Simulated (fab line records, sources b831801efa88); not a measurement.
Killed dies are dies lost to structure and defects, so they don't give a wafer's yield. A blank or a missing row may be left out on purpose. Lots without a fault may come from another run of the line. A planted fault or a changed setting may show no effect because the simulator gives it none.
Problem report in the 8D (eight disciplines) form, filled by code | flow sfq_line | the parts of the form that need people (team, actions taken, sign-off) are left out

1. THE PROBLEM
spin_speed_rpm at SFQ_TRILAYER_L0_VIA_LITHO_COAT_013 reads a mean of 2898.1 rpm on 9 wafers of 3 lots; wafers without a fault read 3000.1 rpm with a standard deviation of 1.9. That is -54 standard deviations from the usual mean.
The step: resist thk 650 nm.
First seen on wafer L931.1, day 6 18:53, on litho_track-01. The record holds 45 wafers of 15 lots with a number at this step. Rule for "out", or "out of limits": more than 4 standard deviations from the usual mean. The other wafers with a number count as sound.

2. WHAT IT IS AND WHAT IT IS NOT
question                    | is                     | is not
which readings at this step | spin_speed_rpm         | resist_line_temp_C
which lots                  | L931, L934, L936       | L918, L920, L921, L922, L923, L924, L926, L929, L930, L935, L938, L941
which wafers of those lots  | all that have a number | -
read on which tools         | litho_track-01         | litho_track-02, litho_track-04
when                        | from day 6 18:53       | up to then (27 sound wafers); but 9 sound wafers of L935, L938, L941 came after

3. SUSPECTS, AND WHAT RULES EACH OUT
Counting: a tool at a process step up to the reading stays a suspect if it ran every lot that is out and no sound lot after the first of them.
- litho_track-01 at SFQ_TRILAYER_L0_VIA_LITHO_COAT_013 (resist thk 650 nm): kept. It ran every lot that is out, first L931 (day 6 18:53), and no sound lot after that; its last sound lot up to then is L930 (day 6 14:00). Its own readings are out on those wafers: spin_speed_rpm.
Left after counting: litho_track-01 at SFQ_TRILAYER_L0_VIA_LITHO_COAT_013.

4. THE CAUSE (what the simulator had put in)
Process parameter drift: litho_track-01, from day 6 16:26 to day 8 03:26, at SFQ_TRILAYER_L0_VIA_LITHO_COAT_013. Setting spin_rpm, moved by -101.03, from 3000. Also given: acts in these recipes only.
Counting left only this tool.

5. THE CHAIN OF EFFECTS, in route order
Each row: a reading whose mean over the struck wafers that have a number lies more than 3 standard deviations from the usual. Only readings for which the record gives a usual standard deviation are gone through. hours: the time from each lot's start at the first step in this table that gives one to its start at this step, as a median over the lots. sigmas: the change in usual standard deviations.
hours | step                               | reading        | usual      | on struck wafers | change | sigmas
0     | SFQ_TRILAYER_L0_VIA_LITHO_COAT_013 | spin_speed_rpm | 3000.1 rpm | 2898.1           | -102.0 | -54
The process steps in it:
- SFQ_TRILAYER_L0_VIA_LITHO_COAT_013: resist thk 650 nm.

6. WHAT WOULD HAVE CAUGHT IT SOONER
In this record the first reading out of limits was taken at day 6 18:53, 2 hours after the fault began at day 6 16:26.
